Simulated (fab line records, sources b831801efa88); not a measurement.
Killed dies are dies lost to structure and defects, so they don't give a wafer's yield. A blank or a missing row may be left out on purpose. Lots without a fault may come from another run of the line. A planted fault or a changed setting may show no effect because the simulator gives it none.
A struck lot beside a sound one | flow sky130 | 17 steps out of a route of 708
Sound: wafers L533.3, L533.5, L533.6. Struck: wafers L543.1, L543.4, L543.6. The cause comes at the end.
At each step with rows: each side's tool, then ch and its chambers, then its first start. Under that, the readings that differ: sound wafers | struck wafers | difference of the means | sigmas: that difference in standard deviations of wafers without a fault.
alike: readings whose means differ by less than 2 such deviations, and words and numbers that are the same on both sides. not compared: withheld readings, readings that some wafer has no value for, bounds like >300 that may hide the same value, and numbers for which the record gives no deviation and whose values overlap.
The two part at a step that has a row with sigmas, a row that says differs or no value, or rows on one side only. Numbers that don't overlap but have no deviation are shown without sigmas and don't part them. A reading that every wafer of one side lacks parts them only if that side has two wafers or more.

first, 1 step without rows for these wafers: SKY_VT_ADJUST_NCORE_IMPLANT_09.
SKY_VT_ADJUST_NCORE_STRIP_10: strips in O2/N2.
  sound on plasma_asher-03 ch 0,1, day 9 03:23; struck on plasma_asher-01 ch 0,1, day 12 02:25
  alike: chamber_pressure_mTorr, drypump_motor_current_A, oes_product_au, strip_time_to_endpoint_s
  not compared: rf_hours_counter_h
SKY_VT_ADJUST_NCORE_TW_MEAS_11:
  sound on film_metro-02, day 9 03:28; struck on film_metro-02, day 12 02:31
  alike: VT_ADJUST_NCORE_TW
then, 7 steps without rows for these wafers: SKY_VT_ADJUST_HVTR_DEHYDRATE_00 (time 60 s); SKY_VT_ADJUST_HVTR_HMDS_01 (prime time 60 s); SKY_VT_ADJUST_HVTR_COAT_02 (resist thk 1140 nm); SKY_VT_ADJUST_HVTR_SOFTBAKE_03 (time 60 s); SKY_VT_ADJUST_HVTR_EXPOSE_04 (exposes mask HVTRM, target cd 380 nm); SKY_VT_ADJUST_HVTR_PEB_05; SKY_VT_ADJUST_HVTR_DEVELOP_06 (develop time 60 s).
SKY_VT_ADJUST_HVTR_CD_MEAS_07: target cd 380 nm.
  sound on cd_sem-01, day 10 00:49; struck on cd_sem-01, day 13 01:50
  alike: cd_nm
SKY_VT_ADJUST_HVTR_OVL_MEAS_08:
  sound on overlay-02, day 10 00:55; struck on overlay-02, day 13 01:58
  alike: VT_ADJUST_HVTR_OVL
SKY_VT_ADJUST_HVTR_IMPLANT_09:
  sound on implanter-03 ch 0, day 10 00:59; struck on implanter-03 ch 0, day 13 02:00
  reading            | sound             | struck            | difference | sigmas
  beam_on_s (s)      | 9.96 9.88 9.96    | 7.84 7.71 7.40    | -2.28      | -11
  faraday_current_uA | 11.87 11.96 11.92 | 15.08 15.32 16.01 | +3.55      | +15
  alike: beam_energy_keV
SKY_VT_ADJUST_HVTR_STRIP_10: strips in O2/N2.
  sound on plasma_asher-02 ch 0,1, day 10 01:07; struck on plasma_asher-04 ch 0, day 13 02:09
  alike: chamber_pressure_mTorr, drypump_motor_current_A, oes_product_au, strip_time_to_endpoint_s
  not compared: rf_hours_counter_h
SKY_VT_ADJUST_HVTR_TW_MEAS_11:
  sound on film_metro-03, day 10 01:12; struck on film_metro-01, day 13 02:15
  reading           | sound             | struck            | difference | sigmas
  VT_ADJUST_HVTR_TW | 211.1 210.4 210.5 | 195.0 195.9 195.5 | -15.2      | -13
then, 1 step without rows for these wafers: SKY_VT_ADJUST_PCH_DEHYDRATE_00 (time 60 s).
-- the record jumps here: 35 days lie between the struck wafers' starts before and after (it left off in module VT_ADJUST_PCH and takes up again in module PAD_OPEN, whose first step shown is number 708 of the route) --
SKY_PAD_OPEN_PROBE_99:
  sound on prober-01, day 46 02:22; struck on prober-01, day 48 11:42
  reading                                  | sound                   | struck                  | difference | sigmas
  model.etest.pfet_01v8_mvt.drive_ua_um    | 155 151.2 153.8         | 141.9 143.8 141         | -11.1      |
  model.etest.pfet_01v8_mvt.off_log10_a_um | -10.79 -10.9 -10.82     | -11.94 -11.63 -12       | -1.02      |
  model.etest.pfet_01v8_mvt.vt_sat_v (V)   | -0.5791 -0.5794 -0.5872 | -0.6487 -0.6455 -0.6469 | -0.0651    |
  model.etest.pfet_01v8_mvt.vt_v (V)       | -0.6647 -0.6653 -0.6706 | -0.7194 -0.7175 -0.7195 | -0.0519    |
  model.etest.pfet_01v8_mvt.vt_long_v (V)  | -0.8702 -0.8665 -0.8709 | -0.9195 -0.912 -0.9124  | -0.0454    |
  alike: killed_at_M0_to_M3, killed_at_M4_up, killed_at_contacts, killed_at_front_end, killed_at_other, killed_dies, killed_open, killed_short

WHERE THEY PART
First at SKY_VT_ADJUST_HVTR_IMPLANT_09; last, within this record, at SKY_VT_ADJUST_HVTR_TW_MEAS_11. Later steps at which nothing parts them and some readings are alike: SKY_PAD_OPEN_PROBE_99.

WHY: what the simulator had put in
Process parameter drift: implanter-03, from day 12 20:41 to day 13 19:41, at SKY_VT_ADJUST_HVTR_IMPLANT_09. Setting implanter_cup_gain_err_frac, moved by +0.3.
